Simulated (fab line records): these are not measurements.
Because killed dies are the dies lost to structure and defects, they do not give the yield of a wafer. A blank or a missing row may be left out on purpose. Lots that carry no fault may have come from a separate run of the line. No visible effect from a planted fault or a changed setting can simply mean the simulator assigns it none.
A struck lot beside a sound one	flow sky130	22 out of 708 route steps
Sound: these wafers, L631.2, L631.5, L631.6. Wafers L633.2, L633.3, L633.6 were the ones struck. The cause is given at the end.
Each step with rows lists, per side, the tool, then ch with its chambers, then its first start. Under that, the readings that differ: sound wafers	struck wafers	difference of the means	sigmas: that difference in standard deviations of wafers without a fault.
alike: words and numbers the same on both sides, and readings whose means are apart by under 2 such deviations; not compared: readings that were withheld, readings missing a value for some wafer, numbers with overlapping values and no deviation given by the record, and bounds like >300 which may hide the same value.
The two part at a step that has a row with sigmas, a row that says differs or no value, or rows on one side only. Numbers that don't overlap but have no deviation are shown without sigmas and don't part them. Lack of a reading on every wafer of one side parts them only where that side has two or more wafers.

first, 4 steps without rows for these wafers: SKY_NWELL_SOFTBAKE_06; SKY_NWELL_EXPOSE_07 (exposes mask NWM, target cd 840 nm); SKY_NWELL_PEB_08; SKY_NWELL_DEVELOP_09 (develop time 60 s).
SKY_NWELL_OVL_MEAS_10:
  struck on overlay-01, day 8 02:57; sound on overlay-01, day 7 14:06
  alike: NWELL_00_OVL
then, 3 steps without rows for these wafers: SKY_NWELL_IMPLANT_11; SKY_NWELL_IMPLANT_12; SKY_NWELL_IMPLANT_13.
SKY_NWELL_STRIP_14: strips in O2/N2.
  sound on plasmaAsher-03 ch 0,1, day 7 14:35; struck on plasmaAsher-03 ch 0,1, day 8 03:26
  alike: drypumpMotorCurrentA, oesProductAu, stripTimeToEndpointS
  not compared: rfHoursCounterH
SKY_NWELL_TW_MEAS_15:
  struck on filmMetro-01, day 8 03:32; sound on filmMetro-01, day 7 14:41
  alike: NWELL_TW
then, 2 steps without rows for these wafers: SKY_NWELL_DEHYDRATE_16 (time 60 s); SKY_NWELL_HMDS_17 (prime time 60 s).
SKY_NWELL_COAT_18: resist thk 3000 nm.
  sound on lithoTrack-04 ch 0, day 8 00:29; struck on lithoTrack-01 ch 0, day 8 13:43
reading	sound	struck	difference	sigmas
model.coat_of_NWELL_COAT_18.thkNm (nm)	3011 3003 3009	1607 1604 1609	-1401	
then, 3 steps without rows for these wafers: SKY_NWELL_SOFTBAKE_19; SKY_NWELL_EXPOSE_20 (exposes mask NWM COMPLEMENT, target cd 840 nm); SKY_NWELL_PEB_21.
SKY_NWELL_DEVELOP_22: develop time 60 s.
  sound on lithoTrack-02 ch 0; struck on lithoTrack-01 ch 0
reading	sound	struck	difference	sigmas
model.coat_of_NWELL_COAT_18.thkNm (nm)	3007 2998 3004	1602 1600 1605	-1401	
SKY_NWELL_OVL_MEAS_23:
  struck on overlay-02, day 9 00:24; sound on overlay-01, day 8 11:32
  alike: NWELL_01_OVL
following that, these wafers have no rows for 1 step: SKY_NWELL_IMPLANT_24.
SKY_NWELL_STRIP_25: strips in O2/N2.
  sound on plasmaAsher-04 ch 0,1, day 8 11:43; struck on plasmaAsher-01 ch 0,1, day 9 00:35
reading	sound	struck	difference	sigmas
oesProductAu (a.u.)	0.725 0.724 0.720	0.708 0.717 0.715	-0.010	-2
stripTimeToEndpointS (s)	37.03 36.93 37.02	20.72 20.68 20.75	-16.28	-99 or more
  alike: drypumpMotorCurrentA
  not compared: rfHoursCounterH
SKY_NWELL_TW_MEAS_26:
  struck on filmMetro-01, day 9 00:41; sound on filmMetro-03, day 8 11:50
reading	sound	struck	difference	sigmas
NWELL_2_TW	508.3 506.1 506.7	501.2 495.6 500.2	-8.0	-3
-- the record jumps here: 40 days lie between the struck wafers' starts before and after (it left off in module NWELL and takes up again in module PAD_OPEN, whose first step shown is number 708 of the route) --
SKY_PAD_OPEN_PROBE_99:
  struck on prober-01, day 49 06:22; sound on prober-02, day 48 18:19
reading	sound	struck	difference	sigmas
model.etest.nfet_16v.rOnOhmUm	1.41e+04 1.414e+04 1.424e+04	1.496e+04 1.499e+04 1.484e+04	+7.700e+02	
model.etest.pfet_16v.rOnOhmUm	1.534e+04 1.493e+04 1.533e+04	1.471e+04 1.46e+04 1.458e+04	-5.700e+02	
model.etest.resIsoPwell.widthNm (nm)	2638 2646 2638	2760 2758 2762	+119	
model.etest.resNwell.widthNm (nm)	846.2 839.6 836.3	792.5 799.6 792.4	-45.9	
model.etest.pfet_16v.driveUaUm	244.1 249.5 244.5	254.4 255.4 255.8	+9.2	
model.etest.nfet_16v.driveUaUm	218.2 220.4 215.9	209.2 213.3 214.1	-6.0	

WHERE THEY PART
At SKY_NWELL_STRIP_25 first; at SKY_NWELL_TW_MEAS_26 last (within this record only).

WHY: the cause the simulator had injected
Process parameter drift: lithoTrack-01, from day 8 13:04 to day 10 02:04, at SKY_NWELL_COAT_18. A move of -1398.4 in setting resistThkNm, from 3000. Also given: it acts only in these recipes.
